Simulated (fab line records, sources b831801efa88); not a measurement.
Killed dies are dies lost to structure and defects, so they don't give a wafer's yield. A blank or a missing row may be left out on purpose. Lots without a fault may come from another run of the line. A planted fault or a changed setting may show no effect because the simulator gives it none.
Which tool did it? | flow sky130 | 11 lots, 33 wafers sampled, at 5 steps of a route of 708

WHAT THE GAUGES READ, wafer by wafer
SKY_PWDE_OVL_MEAS_07.
lot  | measured    | on         | PWDE_OVL (nm)
L721 | day 3 21:20 | overlay-02 | -3.4 -3.0 -3.8
L724 | day 4 10:08 | overlay-02 | -2.5 -2.5 -2.6
L725 | day 4 20:08 | overlay-02 | -0.8 -2.3 -2.1
L726 | day 5 03:08 | overlay-02 | -1.3 0.6 -1.5
L728 | day 5 12:17 | overlay-02 | -0.2 -2.1 -1.1
L735 | day 7 02:10 | overlay-02 | -1.3 -0.5 0.2
L739 | day 8 02:44 | overlay-02 | -0.4 -0.2 -0.1
L741 | day 8 11:05 | overlay-02 | 0.5 -1.6 -1.6
L742 | day 8 21:14 | overlay-01 | -3.5 -3.9 -3.6
L743 | day 9 05:50 | overlay-01 | 0.0 -0.4 -0.2
L744 | day 9 05:28 | overlay-01 | -2.2 -3.0 -2.3

SKY_NWELL_OVL_MEAS_10.
lot  | measured     | on         | NWELL_00_OVL (nm)
L721 | day 4 14:22  | overlay-02 | 0.4 0.8 0.8
L724 | day 5 03:43  | overlay-01 | -1.0 -1.4 -0.1
L725 | day 5 14:43  | overlay-02 | -1.8 -0.8 -1.3
L726 | day 5 21:04  | overlay-02 | 2.1 0.8 0.1
L728 | day 6 06:55  | overlay-02 | - - -
L735 | day 7 22:22  | overlay-02 | -0.6 -0.4 0.0
L739 | day 8 23:19  | overlay-02 | 0.3 1.5 -0.9
L741 | day 9 07:44  | overlay-02 | 2.3 0.7 1.7
L742 | day 9 18:34  | overlay-01 | -0.4 0.2 0.0
L743 | day 10 03:05 | overlay-01 | -2.9 -2.6 -4.1
L744 | day 10 02:58 | overlay-02 | 0.4 1.2 -1.0

SKY_NWELL_TW_MEAS_15.
lot  | measured     | on            | NWELL_TW
L721 | day 4 14:58  | film_metro-01 | 1818 1820 1821
L724 | day 5 04:19  | film_metro-02 | 1801 1821 1813
L725 | day 5 15:18  | film_metro-02 | 1829 1814 1807
L726 | day 5 21:39  | film_metro-03 | 1836 1851 1839
L728 | day 6 07:30  | film_metro-01 | 30 30 30
L735 | day 7 22:58  | film_metro-02 | 1806 1822 1807
L739 | day 8 23:54  | film_metro-03 | 1835 1833 1851
L741 | day 9 08:19  | film_metro-01 | 1823 1823 1822
L742 | day 9 19:09  | film_metro-02 | 1806 1824 1823
L743 | day 10 03:41 | film_metro-01 | 1811 1814 1815
L744 | day 10 03:34 | film_metro-02 | 1827 1825 1813

WHICH TOOL RAN EACH LOT (tool, then ch and the chambers of the sampled wafers, then the start)
lot  | SKY_FIELD_ISO_CMP_27         | SKY_NWELL_EXPOSE_07
L721 | cmp-01 ch 0,1,2, day 2 11:17 | iline_stepper-02 ch 0, day 4 06:03
L724 | cmp-01 ch 1,2,3, day 2 23:20 | iline_stepper-02 ch 0, day 4 18:53
L725 | cmp-01 ch 0,1, day 3 09:14   | iline_stepper-01 ch 0, day 5 05:42
L726 | cmp-01 ch 1,2,3, day 3 13:10 | iline_stepper-01 ch 0, day 5 12:10
L728 | cmp-01 ch 1,2,3, day 3 23:02 | iline_stepper-01 ch 0, day 5 21:51
L735 | cmp-02 ch 1,2,3, day 5 09:55 | iline_stepper-01 ch 0, day 7 12:12
L739 | cmp-01 ch 0,2, day 6 08:47   | iline_stepper-02 ch 0, day 8 13:27
L741 | cmp-01 ch 0,1,3, day 6 17:05 | iline_stepper-01 ch 0, day 8 21:38
L742 | cmp-02 ch 0,3, day 7 00:11   | iline_stepper-01 ch 0, day 9 07:50
L743 | cmp-01 ch 2,3, day 7 10:02   | iline_stepper-02 ch 0, day 9 16:39
L744 | cmp-02 ch 2,3, day 7 10:02   | iline_stepper-01 ch 0, day 9 16:23
- SKY_FIELD_ISO_CMP_27: polishes, stops on Si3N4, t overpolish 16 s, target thk 457.8 nm.
- SKY_NWELL_EXPOSE_07: exposes mask NWM, target cd 840 nm.

WHAT THE TOOLS THEMSELVES READ (means of the sampled wafers that have a number; where no wafer has one, the mark that the record gives instead)
SKY_FIELD_ISO_CMP_27.
lot  | tool   | edge_zone_pressure_frac | motor_current_A (A) | overpolish_run_s (s) | time_to_endpoint_s (s)
L721 | cmp-01 | 1.000                   | 11.2                | 16.004               | 108
L724 | cmp-01 | 1.002                   | 11.1                | 15.993               | 110
L725 | cmp-01 | 1.003                   | 12.0                | 16.008               | 107
L726 | cmp-01 | 0.998                   | 11.2                | 15.986               | 112
L728 | cmp-01 | 0.998                   | 11.3                | 16.001               | 114
L735 | cmp-02 | 0.997                   | 11.8                | 16.000               | 118
L739 | cmp-01 | 0.999                   | 11.9                | 16.021               | 120
L741 | cmp-01 | 0.998                   | 11.5                | 15.999               | 118
L742 | cmp-02 | 0.999                   | 10.7                | 16.000               | 112
L743 | cmp-01 | 1.003                   | 11.4                | 16.003               | 113
L744 | cmp-02 | 0.997                   | 11.7                | 15.997               | 115

SKY_NWELL_EXPOSE_07.
lot  | tool             | exposure_dose_mJ_cm2
L721 | iline_stepper-02 | 255.41
L724 | iline_stepper-02 | 254.75
L725 | iline_stepper-01 | 255.45
L726 | iline_stepper-01 | 255.07
L728 | iline_stepper-01 | 255.13
L735 | iline_stepper-01 | 254.83
L739 | iline_stepper-02 | 255.29
L741 | iline_stepper-01 | 254.95
L742 | iline_stepper-01 | 255.18
L743 | iline_stepper-02 | 255.03
L744 | iline_stepper-01 | 255.20

THE ANSWER, worked out from the rows above alone
Rule: what is usual is taken from the lots themselves. Put in order of their means at a reading, lots are off if they are a third of the lots or fewer, leave a main group of 4 or more, and stand apart from it by a gap of 3 or more times the standard deviation of the main group's means; of several such gaps the widest counts. A main group whose means are all the same, to the digits that the tables above print for the reading, isn't used. A lot without any number at a reading at which 4 lots or more have one is off too. The other lots that the step has rows for count as sound. The gauges are gone through in route order, then the tools' own readings, and for those a lot's mean is taken as printed above. The first step at which some lot is off is used, and at that step the reading that is off furthest; a lot without a number counts as furthest.
Off: L728, at SKY_NWELL_OVL_MEAS_10 (NWELL_00_OVL). Without a number there: L728. The main group: mean -0.2 nm, standard deviation 1.3.
A tool fits if, at a process step before that reading, it ran every lot that is off, and no sound lot after the first of them. The gauges at SKY_NWELL_OVL_MEAS_10 aren't tried: what is off there is off at SKY_NWELL_TW_MEAS_15 too, on other tools, and a gauge's error can't cause that. None of those tried fits.

WHAT THE SIMULATOR HAD PUT IN
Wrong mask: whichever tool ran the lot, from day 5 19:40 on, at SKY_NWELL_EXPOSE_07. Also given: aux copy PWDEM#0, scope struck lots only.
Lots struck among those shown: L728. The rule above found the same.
